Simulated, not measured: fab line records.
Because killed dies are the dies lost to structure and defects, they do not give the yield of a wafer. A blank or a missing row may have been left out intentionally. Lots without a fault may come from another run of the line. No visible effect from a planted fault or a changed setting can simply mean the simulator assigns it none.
The tool behind it: which one? / flow sky130 / 12 lots with 36 wafers sampled at 5 steps, on a route of 708 steps

WHAT THE GAUGES READ, wafer by wafer
SKY_VT_ADJUST_PCH_OVL_MEAS_07. Usual: VT_ADJUST_PCH_OVL typically reads -0.9 nm, with standard deviation 1.4.
lot=L198; measured=day 10 09:31; on=overlay-01; VT_ADJUST_PCH_OVL (nm)=-2.0 -2.1 -1.4; flag=
lot=L199; measured=day 10 10:56; on=overlay-01; VT_ADJUST_PCH_OVL (nm)=3.3 0.1 1.0; flag=
lot=L200; measured=day 11 03:12; on=overlay-02; VT_ADJUST_PCH_OVL (nm)=-0.4 -1.1 -0.3; flag=
lot=L202; measured=day 12 01:26; on=overlay-01; VT_ADJUST_PCH_OVL (nm)=0.1 -1.7 -1.2; flag=
lot=L203; measured=day 12 01:47; on=overlay-02; VT_ADJUST_PCH_OVL (nm)=-2.3 -0.7 -0.9; flag=
lot=L205; measured=day 12 17:37; on=overlay-01; VT_ADJUST_PCH_OVL (nm)=-0.5 -0.9 -1.4; flag=
lot=L210; measured=day 14 08:52; on=overlay-02; VT_ADJUST_PCH_OVL (nm)=-1.2 0.3 -2.1; flag=
lot=L211; measured=day 14 10:21; on=overlay-02; VT_ADJUST_PCH_OVL (nm)=0.7 0.9 0.4; flag=
lot=L212; measured=day 14 15:40; on=overlay-01; VT_ADJUST_PCH_OVL (nm)=0.1 -0.4 -2.4; flag=
lot=L219; measured=day 17 07:04; on=overlay-01; VT_ADJUST_PCH_OVL (nm)=-0.3 1.9 2.1; flag=
lot=L220; measured=day 17 08:11; on=overlay-02; VT_ADJUST_PCH_OVL (nm)=1.4 0.2 -0.9; flag=
lot=L221; measured=day 18 00:36; on=overlay-02; VT_ADJUST_PCH_OVL (nm)=0.0 -0.1 -2.0; flag=

SKY_SONOS_ONO_THK_MEAS_05. Usual: SONOS_ONO_CVD_04_THK typically reads 5.67 nm, with standard deviation 0.098.
lot=L198; measured=day 11 15:36; on=film-metro-04; SONOS_ONO_CVD_04_THK (nm)=5.92 5.83 5.77; flag=
lot=L199; measured=day 11 15:35; on=film-metro-03; SONOS_ONO_CVD_04_THK (nm)=5.69 5.88 5.86; flag=
lot=L200; measured=day 12 08:50; on=film-metro-02; SONOS_ONO_CVD_04_THK (nm)=5.75 5.71 5.68; flag=
lot=L202; measured=day 13 08:19; on=film-metro-04; SONOS_ONO_CVD_04_THK (nm)=5.48 5.52 5.53; flag=
lot=L203; measured=day 13 08:19; on=film-metro-03; SONOS_ONO_CVD_04_THK (nm)=5.66 5.76 5.71; flag=
lot=L205; measured=day 14 01:48; on=film-metro-04; SONOS_ONO_CVD_04_THK (nm)=5.67 5.59 5.60; flag=
lot=L210; measured=day 15 16:58; on=film-metro-03; SONOS_ONO_CVD_04_THK (nm)=6.95 7.03 6.98 6.92 6.94 7.05; flag=OFF
lot=L211; measured=day 15 21:39; on=film-metro-04; SONOS_ONO_CVD_04_THK (nm)=7.00 6.99 7.08 6.98 6.97 7.07; flag=OFF
lot=L212; measured=day 16 09:01; on=film-metro-02; SONOS_ONO_CVD_04_THK (nm)=6.85 6.84 6.81 6.82 6.88 6.87; flag=OFF
lot=L219; measured=day 18 20:52; on=film-metro-03; SONOS_ONO_CVD_04_THK (nm)=5.67 5.83 5.75; flag=
lot=L220; measured=day 18 20:52; on=film-metro-02; SONOS_ONO_CVD_04_THK (nm)=5.66 5.57 5.60; flag=
lot=L221; measured=day 19 11:28; on=film-metro-02; SONOS_ONO_CVD_04_THK (nm)=5.70 5.82 5.66; flag=

EACH LOT AND THE TOOL THAT RAN IT (in order: tool; ch and the chambers of the sampled wafers; start)
lot=L198; SKY_VT_ADJUST_LVTN_STRIP_09=plasma-asher-04 ch 0,1, day 6 21:19; SKY_VT_ADJUST_LVTN_STRIP_20=plasma-asher-01 ch 0,1, day 7 16:58; SKY_SONOS_ONO_CVD_04=lpcvd-03 ch 1, day 11 14:20
lot=L199; SKY_VT_ADJUST_LVTN_STRIP_09=plasma-asher-01 ch 0,1, day 7 01:26; SKY_VT_ADJUST_LVTN_STRIP_20=plasma-asher-04 ch 0,1, day 7 18:32; SKY_SONOS_ONO_CVD_04=lpcvd-03 ch 0, day 11 14:20
lot=L200; SKY_VT_ADJUST_LVTN_STRIP_09=plasma-asher-01 ch 0,1, day 7 12:02; SKY_VT_ADJUST_LVTN_STRIP_20=plasma-asher-04 ch 0,1, day 8 08:49; SKY_SONOS_ONO_CVD_04=lpcvd-03 ch 1, day 12 07:35
lot=L202; SKY_VT_ADJUST_LVTN_STRIP_09=plasma-asher-01 ch 0,1, day 8 06:47; SKY_VT_ADJUST_LVTN_STRIP_20=plasma-asher-02 ch 0,1, day 9 04:34; SKY_SONOS_ONO_CVD_04=lpcvd-03 ch 1, day 13 07:04
lot=L203; SKY_VT_ADJUST_LVTN_STRIP_09=plasma-asher-02 ch 0,1, day 8 07:08; SKY_VT_ADJUST_LVTN_STRIP_20=plasma-asher-01 ch 0,1, day 9 04:52; SKY_SONOS_ONO_CVD_04=lpcvd-03 ch 1, day 13 07:04
lot=L205; SKY_VT_ADJUST_LVTN_STRIP_09=plasma-asher-02 ch 0,1, day 8 20:38; SKY_VT_ADJUST_LVTN_STRIP_20=plasma-asher-01 ch 0,1, day 9 18:35; SKY_SONOS_ONO_CVD_04=lpcvd-03 ch 1, day 14 00:33
lot=L210; SKY_VT_ADJUST_LVTN_STRIP_09=plasma-asher-02 ch 0,1, day 10 07:16; SKY_VT_ADJUST_LVTN_STRIP_20=plasma-asher-02 ch 0,1, day 11 05:40; SKY_SONOS_ONO_CVD_04=lpcvd-03 ch 0, day 15 15:41
lot=L211; SKY_VT_ADJUST_LVTN_STRIP_09=plasma-asher-01 ch 0, day 10 09:20; SKY_VT_ADJUST_LVTN_STRIP_20=plasma-asher-04 ch 0,1, day 11 08:28; SKY_SONOS_ONO_CVD_04=lpcvd-03 ch 1, day 15 20:23
lot=L212; SKY_VT_ADJUST_LVTN_STRIP_09=plasma-asher-02 ch 0,1, day 10 11:52; SKY_VT_ADJUST_LVTN_STRIP_20=plasma-asher-02 ch 0,1, day 11 11:52; SKY_SONOS_ONO_CVD_04=lpcvd-03 ch 1, day 16 07:44
lot=L219; SKY_VT_ADJUST_LVTN_STRIP_09=plasma-asher-02 ch 0,1, day 12 19:23; SKY_VT_ADJUST_LVTN_STRIP_20=plasma-asher-01 ch 0,1, day 13 20:40; SKY_SONOS_ONO_CVD_04=lpcvd-03 ch 1, day 18 19:37
lot=L220; SKY_VT_ADJUST_LVTN_STRIP_09=plasma-asher-02 ch 0,1, day 12 20:22; SKY_VT_ADJUST_LVTN_STRIP_20=plasma-asher-01 ch 0,1, day 13 21:37; SKY_SONOS_ONO_CVD_04=lpcvd-03 ch 0, day 18 19:37
lot=L221; SKY_VT_ADJUST_LVTN_STRIP_09=plasma-asher-04 ch 0,1, day 13 11:50; SKY_VT_ADJUST_LVTN_STRIP_20=plasma-asher-01 ch 0,1, day 14 13:38; SKY_SONOS_ONO_CVD_04=lpcvd-03 ch 0, day 19 10:13
- SKY_VT_ADJUST_LVTN_STRIP_09: strips in O2/N2.
- SKY_VT_ADJUST_LVTN_STRIP_20: strips in O2/N2.
- SKY_SONOS_ONO_CVD_04: deposits SiO2 from SiH4/N2O, target thk 5.7199 nm.

WHAT THE TOOLS THEMSELVES READ (means of the sampled wafers that have a number; where no wafer has one, the mark that the record gives instead)
SKY_VT_ADJUST_LVTN_STRIP_09. Usual: drypump-motor-current-A 5.5 A, standard deviation 0.53; oes-product-au 0.722 a.u., standard deviation 0.0044; strip-time-to-endpoint-s 36.88 s, standard deviation 0.11.
lot=L198; tool=plasma-asher-04; drypump-motor-current-A (A)=5.9; oes-product-au (a.u.)=0.723; strip-time-to-endpoint-s (s)=36.94; flag=
lot=L199; tool=plasma-asher-01; drypump-motor-current-A (A)=5.8; oes-product-au (a.u.)=0.724; strip-time-to-endpoint-s (s)=36.89; flag=
lot=L200; tool=plasma-asher-01; drypump-motor-current-A (A)=5.8; oes-product-au (a.u.)=0.725; strip-time-to-endpoint-s (s)=36.94; flag=
lot=L202; tool=plasma-asher-01; drypump-motor-current-A (A)=5.7; oes-product-au (a.u.)=0.718; strip-time-to-endpoint-s (s)=36.83; flag=
lot=L203; tool=plasma-asher-02; drypump-motor-current-A (A)=5.1; oes-product-au (a.u.)=0.720; strip-time-to-endpoint-s (s)=37.16; flag=
lot=L205; tool=plasma-asher-02; drypump-motor-current-A (A)=5.1; oes-product-au (a.u.)=0.720; strip-time-to-endpoint-s (s)=36.82; flag=
lot=L210; tool=plasma-asher-02; drypump-motor-current-A (A)=5.1; oes-product-au (a.u.)=0.722; strip-time-to-endpoint-s (s)=36.93; flag=
lot=L211; tool=plasma-asher-01; drypump-motor-current-A (A)=5.8; oes-product-au (a.u.)=0.724; strip-time-to-endpoint-s (s)=36.85; flag=
lot=L212; tool=plasma-asher-02; drypump-motor-current-A (A)=5.1; oes-product-au (a.u.)=0.719; strip-time-to-endpoint-s (s)=36.76; flag=
lot=L219; tool=plasma-asher-02; drypump-motor-current-A (A)=5.2; oes-product-au (a.u.)=0.718; strip-time-to-endpoint-s (s)=36.97; flag=
lot=L220; tool=plasma-asher-02; drypump-motor-current-A (A)=5.1; oes-product-au (a.u.)=0.726; strip-time-to-endpoint-s (s)=36.81; flag=
lot=L221; tool=plasma-asher-04; drypump-motor-current-A (A)=5.3; oes-product-au (a.u.)=0.718; strip-time-to-endpoint-s (s)=36.88; flag=

SKY_VT_ADJUST_LVTN_STRIP_20. Usual: drypump-motor-current-A 5.5 A, standard deviation 0.54; oes-product-au 0.716 a.u., standard deviation 0.0048; strip-time-to-endpoint-s 14.18 s, standard deviation 0.043.
lot=L198; tool=plasma-asher-01; drypump-motor-current-A (A)=5.7; oes-product-au (a.u.)=0.717; strip-time-to-endpoint-s (s)=14.21; flag=
lot=L199; tool=plasma-asher-04; drypump-motor-current-A (A)=5.4; oes-product-au (a.u.)=0.716; strip-time-to-endpoint-s (s)=14.15; flag=
lot=L200; tool=plasma-asher-04; drypump-motor-current-A (A)=5.9; oes-product-au (a.u.)=0.719; strip-time-to-endpoint-s (s)=14.17; flag=
lot=L202; tool=plasma-asher-02; drypump-motor-current-A (A)=5.1; oes-product-au (a.u.)=0.718; strip-time-to-endpoint-s (s)=14.20; flag=
lot=L203; tool=plasma-asher-01; drypump-motor-current-A (A)=5.7; oes-product-au (a.u.)=0.716; strip-time-to-endpoint-s (s)=14.22; flag=
lot=L205; tool=plasma-asher-01; drypump-motor-current-A (A)=5.7; oes-product-au (a.u.)=0.711; strip-time-to-endpoint-s (s)=14.08; flag=
lot=L210; tool=plasma-asher-02; drypump-motor-current-A (A)=5.1; oes-product-au (a.u.)=0.718; strip-time-to-endpoint-s (s)=14.19; flag=
lot=L211; tool=plasma-asher-04; drypump-motor-current-A (A)=5.3; oes-product-au (a.u.)=0.713; strip-time-to-endpoint-s (s)=14.22; flag=
lot=L212; tool=plasma-asher-02; drypump-motor-current-A (A)=5.1; oes-product-au (a.u.)=0.716; strip-time-to-endpoint-s (s)=14.20; flag=
lot=L219; tool=plasma-asher-01; drypump-motor-current-A (A)=5.7; oes-product-au (a.u.)=0.712; strip-time-to-endpoint-s (s)=14.20; flag=
lot=L220; tool=plasma-asher-01; drypump-motor-current-A (A)=5.7; oes-product-au (a.u.)=0.712; strip-time-to-endpoint-s (s)=14.15; flag=
lot=L221; tool=plasma-asher-01; drypump-motor-current-A (A)=5.8; oes-product-au (a.u.)=0.717; strip-time-to-endpoint-s (s)=14.19; flag=

SKY_SONOS_ONO_CVD_04. Usual: zone-power-top-pct at 32.7 %, with a standard deviation of 0.88.
lot=L198; tool=lpcvd-03; zone-power-top-pct (%)=33.3; flag=
lot=L199; tool=lpcvd-03; zone-power-top-pct (%)=31.6; flag=
lot=L200; tool=lpcvd-03; zone-power-top-pct (%)=33.2; flag=
lot=L202; tool=lpcvd-03; zone-power-top-pct (%)=33.5; flag=
lot=L203; tool=lpcvd-03; zone-power-top-pct (%)=33.7; flag=
lot=L205; tool=lpcvd-03; zone-power-top-pct (%)=33.2; flag=
lot=L210; tool=lpcvd-03; zone-power-top-pct (%)=31.3; flag=
lot=L211; tool=lpcvd-03; zone-power-top-pct (%)=33.5; flag=
lot=L212; tool=lpcvd-03; zone-power-top-pct (%)=33.1; flag=
lot=L219; tool=lpcvd-03; zone-power-top-pct (%)=33.0; flag=
lot=L220; tool=lpcvd-03; zone-power-top-pct (%)=31.8; flag=
lot=L221; tool=lpcvd-03; zone-power-top-pct (%)=31.5; flag=

THE ANSWER, worked out from the rows above alone
Rule: a lot counts as off when the mean over its wafers that have a number is more than 3 standard deviations away from the usual mean. A lot without any number at a reading at which 4 lots or more have one is off too. Where the step has rows for the other lots, those lots are counted as sound. Order of review: gauges by route order, followed by the tools' own readings, for which a lot's mean as printed above is used. At the first step where some lot is off, the reading lying furthest off is the one used; lots without a number count as furthest.
Off: at SKY_SONOS_ONO_THK_MEAS_05 (SONOS_ONO_CVD_04_THK), L210, L211, L212.
If a tool, at a process step before that reading, ran all the lots that are off and no sound lot after the first of them, it fits. Those tools and the gauges at SKY_SONOS_ONO_THK_MEAS_05 are tried in the same way. Not one of the candidates tried fits.

WHAT THE SIMULATOR PUT IN
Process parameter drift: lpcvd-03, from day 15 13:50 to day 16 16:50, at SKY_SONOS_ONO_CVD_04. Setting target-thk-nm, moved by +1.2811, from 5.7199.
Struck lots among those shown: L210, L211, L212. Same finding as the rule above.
